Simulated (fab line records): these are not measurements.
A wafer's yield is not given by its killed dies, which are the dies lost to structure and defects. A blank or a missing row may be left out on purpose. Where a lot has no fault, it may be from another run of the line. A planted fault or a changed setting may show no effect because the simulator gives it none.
Which tool was responsible?    flow gf180mcu    Sampling: 12 lots, 36 wafers, 5 of 602 route steps

## WHAT EACH GAUGE READ, for each wafer
GF_MIM_RS_MEAS_10: measurement is done with a four-point probe.
lot   measured      on             MIM_ALCU_RS (ohm/sq)
L920  day 24 13:48  film-metro-03  0.1592 0.1622 0.1600
L922  day 25 07:27  film-metro-02  0.1561 0.1573 0.1558
L923  day 25 18:33  film-metro-03  0.1601 0.1607 0.1611
L927  day 26 21:12  film-metro-02  0.1570 0.1564 0.1604
L928  day 27 05:47  film-metro-03  0.1555 0.1565 0.1575
L929  day 27 23:20  film-metro-03  0.1592 0.1618 0.1581
L936  day 29 14:53  film-metro-02  0.1591 0.1584 0.1598
L937  day 29 23:41  film-metro-03  0.1584 0.1578 0.1616
L938  day 30 02:44  film-metro-03  0.1553 0.1598 0.1569
L939  day 30 08:53  film-metro-03  0.1593 0.1593 0.1587
L942  day 31 00:49  film-metro-03  0.1583 0.1587 0.1579
L943  day 31 10:47  film-metro-02  0.1581 0.1589 0.1585

GF_V5_THK_MEAS_01.
lot   measured      on             V5_CVD_00_THK (nm)
L920  day 26 09:57  film-metro-04  300 300 294
L922  day 27 01:24  film-metro-02  303 299 302
L923  day 27 12:06  film-metro-04  300 302 301
L927  day 28 14:46  film-metro-02  298 299 252
L928  day 28 22:55  film-metro-04  300 252 299
L929  day 29 14:25  film-metro-04  297 295 294
L936  day 31 04:46  film-metro-04  296 304 300
L937  day 31 13:30  film-metro-02  300 303 305
L938  day 31 15:17  film-metro-02  292 292 293
L939  day 31 21:07  film-metro-04  297 297 294
L942  day 32 12:21  film-metro-04  300 297 300
L943  day 32 21:20  film-metro-02  301 295 299

GF_V5_CD_MEAS_14: target cd 260 nm.
lot   measured      on         cd-nm (nm)
L920  day 27 06:04  cd-sem-01  260.3 259.6 260.2
L922  day 27 21:47  cd-sem-01  258.2 259.3 260.0
L923  day 28 08:28  cd-sem-01  259.5 261.2 260.4
L927  day 29 11:07  cd-sem-01  259.5 258.6 260.0
L928  day 29 18:33  cd-sem-01  259.6 260.9 258.5
L929  day 30 09:23  cd-sem-02  259.9 260.5 260.2
L936  day 31 22:16  cd-sem-02  260.9 260.9 261.4
L937  day 32 07:02  cd-sem-02  259.8 258.9 260.2
L938  day 32 08:44  cd-sem-01  260.5 260.7 259.9
L939  day 32 14:44  cd-sem-01  260.5 260.4 261.5
L942  day 33 04:59  cd-sem-02  259.6 259.3 257.9
L943  day 33 13:58  cd-sem-02  259.5 258.6 259.2

## EACH LOT AND THE TOOL THAT RAN IT (in order: tool; ch and the chambers of the sampled wafers; start)
lot   GF_V4_CMP_04                   GF_V5_CVD_00
L920  cmp-02 ch 1,2,3, day 23 14:02  hdpcvd-02 ch 0,1, day 26 09:53
L922  cmp-01 ch 0,1,3, day 24 07:59  hdpcvd-01 ch 0,1, day 27 01:20
L923  cmp-01 ch 0,1,2, day 24 18:36  hdpcvd-01 ch 0,1, day 27 12:01
L927  cmp-01 ch 0,1,2, day 25 21:58  hdpcvd-02 ch 0,1,2, day 28 14:43
L928  cmp-01 ch 2,3, day 26 06:52    hdpcvd-02 ch 0,1,2, day 28 22:53
L929  cmp-01 ch 0,1, day 27 01:04    hdpcvd-01 ch 0,1, day 29 14:23
L936  cmp-02 ch 0,2,3, day 28 18:14  hdpcvd-02 ch 0,1,2, day 31 04:44
L937  cmp-01 ch 1,2,3, day 29 02:39  hdpcvd-01 ch 0,1,2, day 31 13:26
L938  cmp-01 ch 0,1, day 29 06:02    hdpcvd-02 ch 0,1, day 31 15:14
L939  cmp-02 ch 0,1,2, day 29 12:35  hdpcvd-01 ch 0,1, day 31 21:04
L942  cmp-02 ch 0,1,3, day 30 04:34  hdpcvd-01 ch 0,1, day 32 12:18
L943  cmp-01 ch 1,2, day 30 15:10    hdpcvd-02 ch 0,2, day 32 21:17
- GF_V4_CMP_04: polishes SiO2.
- GF_V5_CVD_00: deposits SiO2, target thk 300 nm, time 50 s.

## AS READ BY THE TOOLS THEMSELVES (means over the sampled wafers that have a number; for cases with no such wafer, the mark the record gives instead)
GF_V4_CMP_04.
lot   tool    motor-current-A (A)  platen-rpm (rpm)  slurry-flow-ml-min  time-to-endpoint-s (s)
L920  cmp-02  12.3                 60.00             150.0               83
L922  cmp-01  11.8                 60.01             150.4               84
L923  cmp-01  11.0                 59.99             150.1               80
L927  cmp-01  11.6                 59.98             149.4               78
L928  cmp-01  10.9                 59.98             149.5               78
L929  cmp-01  12.2                 59.97             150.1               75
L936  cmp-02  12.5                 60.06             150.0               82
L937  cmp-01  11.5                 60.00             150.0               82
L938  cmp-01  11.4                 60.01             150.5               83
L939  cmp-02  12.4                 60.00             150.3               73
L942  cmp-02  12.6                 59.95             150.0               88
L943  cmp-01  12.1                 59.97             149.9               78

GF_V5_CVD_00.
lot   tool       pressure-mtorr (mTorr)  sih4-flow-sccm (sccm)
L920  hdpcvd-02  5.997                   59.98
L922  hdpcvd-01  5.986                   59.97
L923  hdpcvd-01  6.011                   60.06
L927  hdpcvd-02  5.999                   56.81
L928  hdpcvd-02  6.005                   56.92
L929  hdpcvd-01  6.002                   60.15
L936  hdpcvd-02  6.005                   59.98
L937  hdpcvd-01  6.006                   59.90
L938  hdpcvd-02  6.003                   59.98
L939  hdpcvd-01  6.006                   60.19
L942  hdpcvd-01  5.995                   60.04
L943  hdpcvd-02  6.000                   59.88

## THE ANSWER, worked out from the rows above alone
Rule: the lots themselves supply what counts as usual. The widest of any qualifying gaps counts: lots, ordered by their means at a reading, are off when they make up no more than a third of the lots, leave a main group of 4 or more, and stand apart from it by 3 or more times the standard deviation of that group's means. If all means in a main group match to the digits the tables above print for the reading, that group is not used. A lot without any number at a reading at which 4 lots or more have one is off too. The other lots that the step has rows for count as sound. Order of review: gauges by route order, followed by the tools' own readings, for which a lot's mean as printed above is used. At the first step where some lot is off, the reading lying furthest off is the one used; lots without a number count as furthest.
Off: L927, L928 (GF_V5_CVD_00, sih4-flow-sccm). For the main group the mean is 60.01 sccm and the standard deviation 0.094.
If a tool, at that step or one of the process steps before it, ran each lot that is off and ran no sound lot following the first of them, it fits. None of those tried fits.

## WHAT THE SIMULATOR HAD PUT IN
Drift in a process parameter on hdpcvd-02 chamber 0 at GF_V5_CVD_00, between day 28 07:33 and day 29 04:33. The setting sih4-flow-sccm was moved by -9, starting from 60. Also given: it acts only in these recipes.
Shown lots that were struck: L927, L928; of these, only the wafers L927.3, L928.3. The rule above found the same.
